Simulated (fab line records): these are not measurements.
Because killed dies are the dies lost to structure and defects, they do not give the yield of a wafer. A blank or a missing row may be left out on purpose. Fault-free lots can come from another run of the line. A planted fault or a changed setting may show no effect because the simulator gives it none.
Matching of chambers + flow gf180mcu + GF_CONTACT_CVD_02 on pecvd-03: 3 sister chambers
The step deposits SiO2 from TEOS, target thk 860 nm, time 95.992 s. 14 wafers are shown with their chamber, then 7 later ones without.

## WAFERS, EACH WITH ITS CHAMBER
| wafer  | chamber | heaterPowerW (W) | susceptorTempC (C) |
|--------|---------|------------------|--------------------|
| L800.1 | 2       | 737              | 400.02             |
| L800.4 | 2       | 798              | 399.93             |
| L800.6 | 0       | 660              | 400.40             |
| L801.1 | 0       | 649              | 400.01             |
| L801.5 | 2       | 840              | 400.23             |
| L801.6 | 0       | 514              | 400.04             |
| L810.3 | 2       | 712              | 399.94             |
| L810.5 | 0       | 603              | 399.88             |
| L810.6 | 2       | 771              | 399.67             |
| L811.1 | 1       | 671              | 399.89             |
| L811.3 | 0       | 571              | 400.15             |
| L811.6 | 1       | 663              | 399.78             |
| L813.1 | 1       | 536              | 399.95             |
| L813.4 | 2       | 668              | 399.99             |

SIGNATURES (averages over the wafers above)
| reading        | chamber 0 | chamber 1 | chamber 2 | scatter within a chamber |
|----------------|-----------|-----------|-----------|--------------------------|
| heaterPowerW   | 599.40    | 623.33    | 754.33    | 63.8                     |
| susceptorTempC | 400.0960  | 399.8733  | 399.9633  | 0.173                    |
Rule: a wafer's distance from a chamber is the root of the sum, over the readings, of the square of ((its reading less the chamber's mean) divided by the reading's scatter). If the next closest chamber is less than 2 further off than the closest, the wafer can't be placed; otherwise it belongs to the closest. How the scatter is found: for the shown wafers, subtract from each reading the mean of its chamber, square and add these, divide the total by (wafers less chambers), then take the root.

## WAFERS WITHOUT THEIR CHAMBER
| wafer  | heaterPowerW (W) | susceptorTempC (C) |
|--------|------------------|--------------------|
| L813.6 | 529              | 400.01             |
| L815.1 | 557              | 400.18             |
| L815.2 | 611              | 399.81             |
| L815.3 | 828              | 400.10             |
| L820.1 | 573              | 400.18             |
| L820.4 | 675              | 399.91             |
| L820.5 | 512              | 399.88             |

## WHICH CHAMBER EACH WENT THROUGH
| wafer  | from the rows above          | in truth |
|--------|------------------------------|----------|
| L813.6 | can't be placed: 0 or 1      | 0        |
| L815.1 | can't be placed: 0 or 1      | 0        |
| L815.2 | can't be placed: 1 or 0      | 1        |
| L815.3 | 2                            | 2        |
| L820.1 | can't be placed: 0 or 1      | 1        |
| L820.4 | can't be placed: 1 or 2 or 0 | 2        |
| L820.5 | can't be placed: 1 or 0      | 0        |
Correct placement for 1 of the 7. Not placeable from these rows: 6 (in 6, the candidates include the true chamber). 0 placed wrongly.
